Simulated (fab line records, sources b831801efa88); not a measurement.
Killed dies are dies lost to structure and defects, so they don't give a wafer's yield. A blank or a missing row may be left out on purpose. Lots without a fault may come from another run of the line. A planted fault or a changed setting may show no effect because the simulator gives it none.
fab line records | flow sky130
record lots=24 wafers=72 last_day=50
route steps=708 shown CONTACT@425 METAL1@440 VIA1@459 METAL2@499
lots that met no fault: from a run of the same line without faults
start_h: hours from the record's first day to the start of the lot's first wafer shown | wait_h: hours since the lot's step before | " the same as in the row above | L1.1+2: a row that stands for several wafers | - no value, or no start given | * or withheld: withheld | < > ~ a bound
route shown NAME@n: a module of which the file shows steps, and the number in the route of the first | usual: mean/standard deviation of fault-free wafers | same: alike in all rows | chamber/n: place in a boat | sites: the reading at each site | _std_site: their standard deviation | _edge_site: outer sites' mean less inner sites' | radius_mm: how far each site lies from the wafer's centre | mask NAME#n: copy n | behind: the tool/chamber that last shaped the wafer | hold: why the lot was held/for how many hours/how that ended | device: the transistor (n, p or np) that didn't switch | end of line: the same wafers' tests at the end of the route | a step without rows: its recipe alone | killed: dies lost to structure and defects at the first sort, not the wafer's yield | map: a wafer's dies, x killed, . not, _ none there
set.NAME: the setting as run; set.NAME@STEP: as run at that earlier step | model.NAME: the simulator's own value behind a step, which no gauge read
steps of the route over a sample of lots; a table a step, a row a wafer
services: from which hour (start_h, from the record's first day; less than 0 if before it) a tool's chamber was out of use, for how many hours, and why
## steps
# step SKY_CONTACT_STRIP_19
# recipe chemistry=O2/N2 power_w=1400 pressure_mtorr=1500 platen_temp_c=withheld o2_flow_sccm=3000 n2_flow_sccm=300 overash_fraction=0.5
# usual drypump_motor_current_A=5.59/0.2 oes_product_au=0.381/0.0046 strip_time_to_endpoint_s=3.61/0.039
# columns lot.wafer tool chamber start_h wait_h drypump_motor_current_A oes_product_au rf_hours_counter_h strip_time_to_endpoint_s
L075.1 plasma_asher-03 0 738.34 - 5.44 0.385 94 3.65
L075.3 " 1 " " 5.95 0.380 - 3.60
L075.6 " 1 " " 5.96 0.388 - 3.62
L074.1 plasma_asher-03 1 738.68 - 5.94 0.382 94 3.63
L074.5 " 0 " " 5.45 0.383 - 3.66
L074.6 " 1 " " 5.95 0.384 - 3.67
L076.3 plasma_asher-04 1 749.12 - 5.37 0.376 - 3.64
L076.4 " 0 " " 5.69 0.380 - 3.57
L076.5 " 1 " " 5.40 0.376 - 3.56
L077.1 plasma_asher-02 0 757.88 - 5.49 0.391 62 3.67
L077.2 " 1 " " 5.54 0.383 62 3.57
L077.5 " 0 " " 5.49 0.372 - 3.58
L078.1 plasma_asher-03 0 768.29 - 5.43 0.381 98 3.58
L078.3 " 0 " " 5.44 0.386 - 3.66
L078.4 " 1 " " 5.96 0.379 - 3.62
L079.3 plasma_asher-03 0 773.22 - 5.48 0.387 - 3.61
L079.5 " 1 " " 5.96 0.379 - 3.57
L079.6 " 0 " " 5.46 0.382 - 3.58
L080.2 plasma_asher-03 1 783.24 - 5.95 0.377 99 3.62
L080.3 " 1 " " 5.96 0.383 - 3.67
L080.5 " 0 " " 5.43 0.381 - 3.61
L082.2 plasma_asher-04 0 791.04 - 5.66 0.382 5 3.62
L082.3 " 1 " " 5.40 0.379 - 3.61
L082.5 " 1 " " 5.40 0.383 - 3.66
L081.1 plasma_asher-03 1 794.58 - 5.94 0.368 100 3.61
L081.4 " 1 " " 5.96 0.379 - 3.60
L081.6 " 1 " " 5.95 0.377 - 3.62
L083.2 plasma_asher-02 1 805.54 - 5.49 0.381 65 3.58
L083.3 " 0 " " 5.50 0.373 - 3.52
L083.6 " 1 " " 5.54 0.369 - 3.60
L084.2 plasma_asher-03 0 813.91 - 5.44 0.383 102 3.64
L084.3 " 1 " " 5.97 0.382 - 3.54
L084.5 " 1 " " 5.96 0.383 - 3.62
L085.2 plasma_asher-02 0 822.49 - 5.47 0.381 66 3.56
L085.3 " 0 " " 5.46 0.374 - 3.61
L085.5 " 0 " " 5.48 0.380 - 3.61
L087.1 plasma_asher-03 1 830.24 - 5.95 0.381 104 3.58
L087.2 " 0 " " 5.44 0.387 104 3.56
L087.5 " 0 " " 5.44 0.380 - 3.59
L086.2 plasma_asher-04 1 842.24 - 5.38 0.373 9 3.51
L086.3 " 0 " " 5.70 0.378 - 3.62
L086.4 " 1 " " 5.38 0.380 - 3.61
L088.3 plasma_asher-04 0 845.47 - 5.68 0.388 - 3.68
L088.4 " 1 " " 5.40 0.384 - 3.61
L088.5 " 0 " " 5.68 0.381 - 3.65
L089.1 plasma_asher-02 0 851.94 - 5.48 0.378 70 3.59
L089.2 " 1 " " 5.54 0.382 70 3.63
L089.3 " 0 " " 5.51 0.376 - 3.60
L091.2 plasma_asher-04 1 879.08 - 5.39 0.374 13 3.57
L091.3 " 1 " " 5.37 0.386 - 3.61
L091.4 " 0 " " 5.70 0.389 - 3.67
L090.4 plasma_asher-03 0 881.67 - 5.42 0.383 - 3.62
L090.5 " 0 " " 5.44 0.378 - 3.61
L090.6 " 1 " " 5.95 0.384 - 3.59
L093.2 plasma_asher-02 0 886.08 - 5.43 0.385 74 3.60
L093.5 " 1 " " 5.56 0.386 - 3.66
L093.6 " 0 " " 5.44 0.376 - 3.59
L094.3 plasma_asher-03 1 891.53 - 5.95 0.380 - 3.66
L094.4 " 0 " " 5.43 0.380 - 3.63
L094.6 " 1 " " 5.93 0.383 - 3.68
L092.3 plasma_asher-04 1 894.07 - 5.41 0.384 - 3.66
L092.4 " 0 " " 5.69 0.382 - 3.58
L092.5 " 0 " " 5.69 0.387 - 3.60
L095.1 plasma_asher-02 1 897.94 - 5.53 0.376 75 3.55
L095.4 " 1 " " 5.53 0.375 - 3.63
L095.5 " 0 " " 5.48 0.372 - 3.57
L096.2 plasma_asher-02 0 904.89 - 5.47 0.383 76 3.61
L096.4 " 0 " " 5.47 0.385 - 3.62
L096.5 " 0 " " 5.46 0.386 - 3.61
L097.3 plasma_asher-02 0 913.37 - 5.50 0.377 - 3.59
L097.5 " 0 " " 5.46 0.388 - 3.65
L097.6 " 1 " " 5.54 0.382 - 3.57
# step SKY_CONTACT_SPUTTER_23
# recipe material=TiN target_thk_nm=20 chamber_pressure_pa=5 power_w=4000 time_s=80
# usual chamber_pressure_pa=5.003/0.011 throttle_valve_pct=30.1/0.57
# columns lot.wafer tool chamber start_h wait_h chamber_pressure_pa throttle_valve_pct
L075.1 pvd_sputter-02 - 738.97 0.0 5.003 30.4
L075.3 " - " " 5.007 30.0
L075.6 " - " " 4.983 30.5
L074.1 pvd_sputter-04 - 739.28 0.0 4.993 29.3
L074.5 " - " " 4.997 31.1
L074.6 " - " " 4.992 29.0
L076.3 pvd_sputter-03 - 749.71 0.0 5.013 30.5
L076.4 " - " " 4.996 29.4
L076.5 " - " " 5.008 29.7
L077.1 pvd_sputter-03 - 758.57 0.0 5.012 29.5
L077.2 " - " " 4.991 30.7
L077.5 " - " " 5.030 29.6
L078.1 pvd_sputter-03 - 768.89 0.0 5.004 29.4
L078.3 " - " " 5.004 30.6
L078.4 " - " " 5.005 30.0
L079.3 pvd_sputter-03 - 773.82 0.0 5.009 30.9
L079.5 " - " " 4.978 30.6
L079.6 " - " " 4.984 30.6
L080.2 pvd_sputter-02 - 783.99 0.0 5.003 29.9
L080.3 " - " " 4.996 30.3
L080.5 " - " " 5.008 29.4
L082.2 pvd_sputter-03 - 791.74 0.0 5.003 29.6
L082.3 " - " " 5.003 30.4
L082.5 " - " " 4.990 30.7
L081.1 pvd_sputter-03 - 795.32 0.0 4.995 29.8
L081.4 " - " " 5.007 30.6
L081.6 " - " " 5.012 30.6
L083.2 pvd_sputter-02 - 806.18 0.0 5.067 30.1
L083.3 " - " " 5.013 30.6
L083.6 " - " " 5.001 29.3
L084.2 pvd_sputter-03 - 814.54 0.0 4.998 30.6
L084.3 " - " " 4.997 30.5
L084.5 " - " " 4.988 30.5
L085.2 pvd_sputter-02 - 823.11 0.0 5.007 30.0
L085.3 " - " " 5.002 29.8
L085.5 " - " " 5.006 29.9
L087.1 pvd_sputter-02 - 830.85 0.0 4.981 30.3
L087.2 " - " " 5.004 29.2
L087.5 " - " " 4.995 30.0
L086.2 pvd_sputter-03 - 842.83 0.0 5.009 29.8
L086.3 " - " " 5.014 30.7
L086.4 " - " " 5.002 29.4
L088.3 pvd_sputter-03 - 846.04 0.0 5.010 30.3
L088.4 " - " " 5.000 30.1
L088.5 " - " " 4.995 30.8
L089.1 pvd_sputter-04 - 852.57 0.0 5.010 29.8
L089.2 " - " " 5.008 29.3
L089.3 " - " " 5.017 29.5
L091.2 pvd_sputter-03 - 879.71 0.0 5.005 30.5
L091.3 " - " " 4.996 29.7
L091.4 " - " " 4.988 29.7
L090.4 pvd_sputter-04 - 882.24 0.0 5.001 31.0
L090.5 " - " " 4.997 29.6
L090.6 " - " " 4.999 28.9
L093.2 pvd_sputter-03 - 886.70 0.0 5.014 29.7
L093.5 " - " " 5.003 29.6
L093.6 " - " " 5.016 29.6
L094.3 pvd_sputter-02 - 892.17 0.0 4.995 30.0
L094.4 " - " " 5.008 30.7
L094.6 " - " " 5.004 30.5
L092.3 pvd_sputter-03 - 894.67 0.0 4.998 30.5
L092.4 " - " " 5.001 29.8
L092.5 " - " " 5.009 30.8
L095.1 pvd_sputter-03 - 898.55 0.0 5.010 29.6
L095.4 " - " " 4.993 30.6
L095.5 " - " " 5.007 30.6
L096.2 pvd_sputter-03 - 905.52 0.0 5.017 30.5
L096.4 " - " " 5.015 29.8
L096.5 " - " " 5.008 30.6
L097.3 pvd_sputter-04 - 913.93 0.0 5.005 29.6
L097.5 " - " " 5.000 29.9
L097.6 " - " " 4.992 29.2
# step SKY_METAL1_THK_MEAS_06
# recipe thk_meas_gauge=xrf reads=AlCu_of_METAL1_SPUTTER_02
# usual METAL1_ALCU_THK=253/3.1
# columns lot.wafer tool chamber start_h wait_h METAL1_ALCU_THK[nm]
L075.1 film_metro-04 - 739.89 0.1 252
L075.3 " - " " 249
L075.6 " - " " 253
L074.1 film_metro-02 - 740.19 0.1 250
L074.5 " - " " 257
L074.6 " - " " 253
L076.3 film_metro-02 - 750.64 0.1 252
L076.4 " - " " 251
L076.5 " - " " 255
L077.1 film_metro-02 - 759.48 0.1 257
L077.2 " - " " 256
L077.5 " - " " 261
L078.1 film_metro-04 - 769.80 0.1 254
L078.3 " - " " 260
L078.4 " - " " 255
L079.3 film_metro-04 - 774.77 0.1 250
L079.5 " - " " 251
L079.6 " - " " 254
L080.2 film_metro-02 - 784.91 0.1 252
L080.3 " - " " 251
L080.5 " - " " 253
L082.2 film_metro-01 - 792.66 0.1 248
L082.3 " - " " 251
L082.5 " - " " 252
L081.1 film_metro-04 - 796.40 0.1 254
L081.4 " - " " 253
L081.6 " - " " 256
L083.2 film_metro-02 - 807.11 0.1 250
L083.3 " - " " 249
L083.6 " - " " 249
L084.2 film_metro-01 - 815.47 0.1 247
L084.3 " - " " 251
L084.5 " - " " 251
L085.2 film_metro-04 - 824.03 0.1 258
L085.3 " - " " 254
L085.5 " - " " 253
L087.1 film_metro-04 - 831.76 0.1 256
L087.2 " - " " 258
L087.5 " - " " 257
L086.2 film_metro-02 - 843.92 0.1 254
L086.3 " - " " 253
L086.4 " - " " 253
L088.3 film_metro-02 - 846.97 0.1 252
L088.4 " - " " 253
L088.5 " - " " 255
L089.1 film_metro-01 - 853.48 0.1 253
L089.2 " - " " 255
L089.3 " - " " 252
L091.2 film_metro-02 - 880.63 0.1 253
L091.3 " - " " 249
L091.4 " - " " 250
L090.4 film_metro-04 - 883.18 0.1 255
L090.5 " - " " 257
L090.6 " - " " 253
L093.2 film_metro-04 - 887.65 0.1 255
L093.5 " - " " 255
L093.6 " - " " 254
L094.3 film_metro-04 - 893.12 0.1 256
L094.4 " - " " 255
L094.6 " - " " 258
L092.3 film_metro-01 - 895.60 0.1 248
L092.4 " - " " 251
L092.5 " - " " 249
L095.1 film_metro-02 - 899.46 0.1 254
L095.4 " - " " 257
L095.5 " - " " 252
L096.2 film_metro-04 - 906.44 0.1 257
L096.4 " - " " 252
L096.5 " - " " 255
L097.3 film_metro-01 - 914.86 0.1 247
L097.5 " - " " 248
L097.6 " - " " 248
# step SKY_METAL1_CD_MEAS_15
# recipe target_cd_nm=140
# usual cd_nm=139.7/1.2
# columns lot.wafer tool chamber start_h wait_h cd_nm
L075.1 cd_sem-01 - 767.14 - 139.7
L075.3 " - " " 137.8
L075.6 " - " " 140.2
L074.1 cd_sem-02 - 767.49 - 143.0
L074.5 " - " " 143.7
L074.6 " - " " 140.0
L076.3 cd_sem-02 - 777.02 - 138.4
L076.4 " - " " 139.7
L076.5 " - " " 139.2
L077.1 cd_sem-02 - 785.39 - 140.0
L077.2 " - " " 139.2
L077.5 " - " " 138.0
L078.1 cd_sem-01 - 796.13 - 139.9
L078.3 " - " " 138.2
L078.4 " - " " 138.1
L079.3 cd_sem-02 - 800.52 - 139.6
L079.5 " - " " 140.5
L079.6 " - " " 138.7
L080.2 cd_sem-01 - 811.45 - 140.9
L080.3 " - " " 137.9
L080.5 " - " " 139.8
L082.2 cd_sem-02 - 818.60 - 141.0
L082.3 " - " " 140.6
L082.5 " - " " 140.7
L081.1 cd_sem-01 - 822.78 - 138.4
L081.4 " - " " 141.3
L081.6 " - " " 139.6
L083.2 cd_sem-02 - 833.30 - 140.9
L083.3 " - " " 140.0
L083.6 " - " " 137.9
L084.2 cd_sem-01 - 842.02 - 138.2
L084.3 " - " " 138.7
L084.5 " - " " 138.9
L085.2 cd_sem-01 - 849.72 - 138.5
L085.3 " - " " 139.8
L085.5 " - " " 141.9
L087.1 cd_sem-01 - 857.00 - 141.2
L087.2 " - " " 141.3
L087.5 " - " " 139.8
L086.2 cd_sem-02 - 869.37 - 141.4
L086.3 " - " " 141.2
L086.4 " - " " 141.5
L088.3 cd_sem-02 - 872.43 - 139.6
L088.4 " - " " 139.6
L088.5 " - " " 140.4
L089.1 cd_sem-01 - 879.58 - 141.5
L089.2 " - " " 141.6
L089.3 " - " " 141.0
L091.2 cd_sem-01 - 906.06 - 140.8
L091.3 " - " " 139.5
L091.4 " - " " 138.6
L090.4 cd_sem-01 - 908.62 - 139.7
L090.5 " - " " 140.4
L090.6 " - " " 140.0
L093.2 cd_sem-02 - 912.18 - 140.4
L093.5 " - " " 138.4
L093.6 " - " " 139.0
L094.3 cd_sem-02 - 917.07 - 137.9
L094.4 " - " " 138.2
L094.6 " - " " 139.0
L092.3 cd_sem-02 - 919.93 - 137.9
L092.4 " - " " 138.6
L092.5 " - " " 138.6
L095.1 cd_sem-02 - 924.36 - 139.3
L095.4 " - " " 138.9
L095.5 " - " " 140.3
L096.2 cd_sem-01 - 931.00 - 140.6
L096.4 " - " " 140.8
L096.5 " - " " 140.7
L097.3 cd_sem-02 - 939.62 - 137.9
L097.5 " - " " 137.5
L097.6 " - " " 137.7
# step SKY_VIA1_THK_MEAS_01
# recipe reads=SiO2_of_VIA1_HDPCVD_00
# usual VIA1_HDPCVD_THK=1021/17
# columns lot.wafer tool chamber start_h wait_h VIA1_HDPCVD_THK[nm]
L075.1 film_metro-03 - 768.38 0.1 1013
L075.3 " - " " 988
L075.6 " - " " 1019
L074.1 film_metro-01 - 768.54 0.1 1058
L074.5 " - " " 1031
L074.6 " - " " 1021
L076.3 film_metro-03 - 778.15 0.1 1051
L076.4 " - " " 1050
L076.5 " - " " 1019
L077.1 film_metro-03 - 786.52 0.1 1008
L077.2 " - " " 1001
L077.5 " - " " 1018
L078.1 film_metro-02 - 797.25 0.1 1024
L078.3 " - " " 1019
L078.4 " - " " 999
L079.3 film_metro-01 - 801.55 0.1 1040
L079.5 " - " " 1036
L079.6 " - " " 1051
L080.2 film_metro-02 - 812.49 0.1 1045
L080.3 " - " " 1031
L080.5 " - " " 1011
L082.2 film_metro-02 - 819.68 0.1 1018
L082.3 " - " " 1033
L082.5 " - " " 1011
L081.1 film_metro-01 - 823.86 0.1 1000
L081.4 " - " " 992
L081.6 " - " " 1007
L083.2 film_metro-02 - 834.34 0.1 1014
L083.3 " - " " 999
L083.6 " - " " 1009
L084.2 film_metro-02 - 843.06 0.1 1046
L084.3 " - " " 1030
L084.5 " - " " 1012
L085.2 film_metro-01 - 850.80 0.1 1024
L085.3 " - " " 1006
L085.5 " - " " 993
L087.1 film_metro-01 - 858.11 0.1 1053
L087.2 " - " " 1028
L087.5 " - " " 1036
L086.2 film_metro-03 - 870.41 0.1 1017
L086.3 " - " " 987
L086.4 " - " " 1005
L088.3 film_metro-01 - 873.46 0.1 1010
L088.4 " - " " 1019
L088.5 " - " " 989
L089.1 film_metro-03 - 880.63 0.1 1034
L089.2 " - " " 1019
L089.3 " - " " 1019
L091.2 film_metro-02 - 907.10 0.1 1036
L091.3 " - " " 1049
L091.4 " - " " 1040
L090.4 film_metro-02 - 909.98 0.0 1043
L090.5 " - " " 1005
L090.6 " - " " 1029
L093.2 film_metro-01 - 913.64 0.1 995
L093.5 " - " " 1012
L093.6 " - " " 998
L094.3 film_metro-02 - 918.10 0.1 1041
L094.4 " - " " 1048
L094.6 " - " " 1062
L092.3 film_metro-01 - 920.96 0.1 1003
L092.4 " - " " 1022
L092.5 " - " " 1016
L095.1 film_metro-03 - 925.46 0.1 1021
L095.4 " - " " 1020
L095.5 " - " " 1009
L096.2 film_metro-02 - 932.04 0.1 1036
L096.4 " - " " 1029
L096.5 " - " " 1005
L097.3 film_metro-01 - 940.65 0.1 1034
L097.5 " - " " 1024
L097.6 " - " " 1034
# step SKY_METAL2_OVL_MEAS_16
# usual METAL2_OVL=1/4.5
# columns lot.wafer tool chamber start_h wait_h METAL2_OVL[nm]
L075.1 overlay-02 - 824.11 0.1 -1
L075.3 " - " " -4
L075.6 " - " " -4
L074.1 overlay-02 - 824.57 0.1 0
L074.5 " - " " 2
L074.6 " - " " 2
L076.3 overlay-01 - 832.76 0.1 2
L076.4 " - " " 2
L076.5 " - " " 4
L077.1 overlay-02 - 842.00 0.1 3
L077.2 " - " " -2
L077.5 " - " " 5
L078.1 overlay-02 - 851.91 0.1 3
L078.3 " - " " 0
L078.4 " - " " -5
L079.3 overlay-02 - 855.03 0.1 5
L079.5 " - " " 10
L079.6 " - " " 7
L080.2 overlay-02 - 866.01 0.1 4
L080.3 " - " " 6
L080.5 " - " " 0
L082.2 overlay-02 - 873.73 0.1 11
L082.3 " - " " 5
L082.5 " - " " -1
L081.1 overlay-01 - 876.85 0.1 -1
L081.4 " - " " -8
L081.6 " - " " -9
L083.2 overlay-02 - 888.07 0.1 -6
L083.3 " - " " -4
L083.6 " - " " -8
L084.2 overlay-02 - 896.08 0.1 5
L084.3 " - " " 1
L084.5 " - " " 2
L085.2 overlay-02 - 904.38 0.1 6
L085.3 " - " " 1
L085.5 " - " " 3
L087.1 overlay-01 - 910.72 0.1 -2
L087.2 " - " " -5
L087.5 " - " " 3
L086.2 overlay-01 - 923.47 0.1 6
L086.3 " - " " 9
L086.4 " - " " 3
L088.3 overlay-01 - 926.43 0.1 -2
L088.4 " - " " 5
L088.5 " - " " 4
L089.1 overlay-01 - 933.50 0.1 4
L089.2 " - " " -5
L089.3 " - " " -6
L091.2 overlay-01 - 959.03 0.1 -3
L091.3 " - " " 0
L091.4 " - " " -1
L090.4 overlay-02 - 961.67 0.1 -3
L090.5 " - " " -1
L090.6 " - " " -1
L093.2 overlay-02 - 965.26 0.1 -3
L093.5 " - " " -2
L093.6 " - " " -3
L094.3 overlay-02 - 969.33 0.1 4
L094.4 " - " " -2
L094.6 " - " " 4
L092.3 overlay-01 - 971.92 0.1 4
L092.4 " - " " 2
L092.5 " - " " 3
L095.1 overlay-02 - 975.57 0.1 5
L095.4 " - " " -1
L095.5 " - " " 1
L096.2 overlay-02 - 983.32 0.1 7
L096.4 " - " " 7
L096.5 " - " " 4
L097.3 overlay-02 - 991.38 0.1 10
L097.5 " - " " 5
L097.6 " - " " 7
## services
# columns tool chamber start_h hours kind
plasma_asher-04 - 733.75 9.0 pm
plasma_asher-04 0 733.75 9.0 vent_cycle
plasma_asher-04 1 733.75 9.0 vent_cycle
plasma_asher-03 - 734.95 2.8 pm
plasma_asher-04 0 742.75 - clean
plasma_asher-04 1 742.75 - clean
plasma_asher-04 - 755.20 0.5 repair
plasma_asher-02 - 783.97 15.6 pm
plasma_asher-04 - 823.87 14.6 pm
plasma_asher-02 - 827.59 2.8 pm
pvd_sputter-02 - 842.70 1.3 repair
## key
fault none
